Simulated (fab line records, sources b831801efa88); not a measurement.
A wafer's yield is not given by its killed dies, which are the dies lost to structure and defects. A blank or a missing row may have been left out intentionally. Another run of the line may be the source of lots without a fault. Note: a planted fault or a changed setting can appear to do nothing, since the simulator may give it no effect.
Chamber matching -- flow sky130 -- SKY_LI_CONTACT_HDPCVD_00 on hdpcvd-02 has 3 sister chambers
The step deposits PSG, target thk 930 nm, time 155 s. 6 wafers are shown with their chamber, then 7 later ones without.

WAFERS PAIRED WITH THEIR CHAMBERS
wafer,chamber,runLengthS (s),sih4FlowSccm (sccm)
L975.1,0,182.2,59.41
L978.1,0,182.1,59.72
L978.4,1,182.4,60.31
L978.5,2,183.5,59.50
L980.1,2,183.2,60.15
L980.3,1,181.9,60.15

WAFERS WITHOUT THEIR CHAMBER
wafer,runLengthS (s),sih4FlowSccm (sccm)
L980.4,183.6,60.19
L983.2,182.5,59.92
L983.3,183.3,60.21
L983.4,182.7,59.81
L987.3,182.6,59.86
L987.5,182.4,60.16
L986.3,182.3,60.02

WHICH CHAMBER EACH ONE RAN IN
wafer,from the rows above,in truth
L980.4,2,2
L983.2,can't be placed: 1 or 0 or 2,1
L983.3,2,2
L983.4,can't be placed: 0 or 1 or 2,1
L987.3,can't be placed: 0 or 1 or 2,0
L987.5,can't be placed: 1 or 0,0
L986.3,can't be placed: 1 or 0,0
Correctly placed: 2 of 7. Cannot be placed on the basis of these rows: 5; the candidates contain the true chamber in 5. Wrongly placed: 0.
How it was worked out, from the rows above alone: a wafer's distance from a chamber is the root of the sum, over the readings, of the square of ((its reading less the chamber's mean) divided by the reading's scatter). If the next closest chamber is less than 2 further off than the closest, the wafer can't be placed; otherwise it belongs to the closest. For every chamber, the mean is computed from those of its wafers that are shown. How the scatter is found: for the shown wafers, subtract from each reading the mean of its chamber, square and add these, divide the total by (wafers less chambers), then take the root.
